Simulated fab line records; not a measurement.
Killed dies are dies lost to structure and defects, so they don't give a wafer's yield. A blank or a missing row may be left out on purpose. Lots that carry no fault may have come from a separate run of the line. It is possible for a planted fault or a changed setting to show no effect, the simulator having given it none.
Chamber matching / flow gf180mcu / cmp-01 running GF_CONTACT_CMP_04: 4 sister chambers
The step polishes SiO2. 7 wafers are shown with their chamber, then 7 later ones without.

## WAFERS, EACH WITH ITS CHAMBER
wafer=L429.3; chamber=1; motorCurrentA (A)=11.9; headPressurePsi (psi)=3.997
wafer=L429.6; chamber=3; motorCurrentA (A)=11.7; headPressurePsi (psi)=3.996
wafer=L432.2; chamber=0; motorCurrentA (A)=13.7; headPressurePsi (psi)=4.012
wafer=L432.4; chamber=2; motorCurrentA (A)=10.4; headPressurePsi (psi)=3.993
wafer=L432.5; chamber=1; motorCurrentA (A)=11.4; headPressurePsi (psi)=3.979
wafer=L434.2; chamber=3; motorCurrentA (A)=12.4; headPressurePsi (psi)=4.004
wafer=L434.5; chamber=2; motorCurrentA (A)=10.8; headPressurePsi (psi)=3.995

## WAFERS WITHOUT THEIR CHAMBER
wafer=L434.6; motorCurrentA (A)=11.6; headPressurePsi (psi)=3.982
wafer=L435.1; motorCurrentA (A)=11.7; headPressurePsi (psi)=4.005
wafer=L435.3; motorCurrentA (A)=12.0; headPressurePsi (psi)=4.007
wafer=L435.4; motorCurrentA (A)=14.0; headPressurePsi (psi)=4.004
wafer=L436.1; motorCurrentA (A)=10.8; headPressurePsi (psi)=3.993
wafer=L436.3; motorCurrentA (A)=13.6; headPressurePsi (psi)=3.994
wafer=L436.4; motorCurrentA (A)=12.5; headPressurePsi (psi)=3.992

## THE CHAMBER EACH PASSED THROUGH
wafer=L434.6; from the rows above=can't be placed: 1 or 3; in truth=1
wafer=L435.1; from the rows above=can't be placed: 3 or 1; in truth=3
wafer=L435.3; from the rows above=can't be placed: 3 or 1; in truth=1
wafer=L435.4; from the rows above=0; in truth=0
wafer=L436.1; from the rows above=can't be placed: 2 or 1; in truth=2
wafer=L436.3; from the rows above=can't be placed: 0 or 3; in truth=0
wafer=L436.4; from the rows above=can't be placed: 3 or 1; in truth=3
1 of 7 placed correctly. Cannot be placed on the basis of these rows: 6; the candidates contain the true chamber in 6. Placed wrongly: 0.
How it was worked out, from the rows above alone: a wafer's distance from a chamber is the root of the sum, over the readings, of the square of ((its reading less the chamber's mean) divided by the reading's scatter). The wafer belongs to the nearest chamber; if the next one is less than 2 further off, it can't be placed. For every chamber, the mean is computed from those of its wafers that are shown. The scatter: take each reading less its chamber's mean, square it, sum over the shown wafers, divide by the number of wafers less the number of chambers, and take the root.
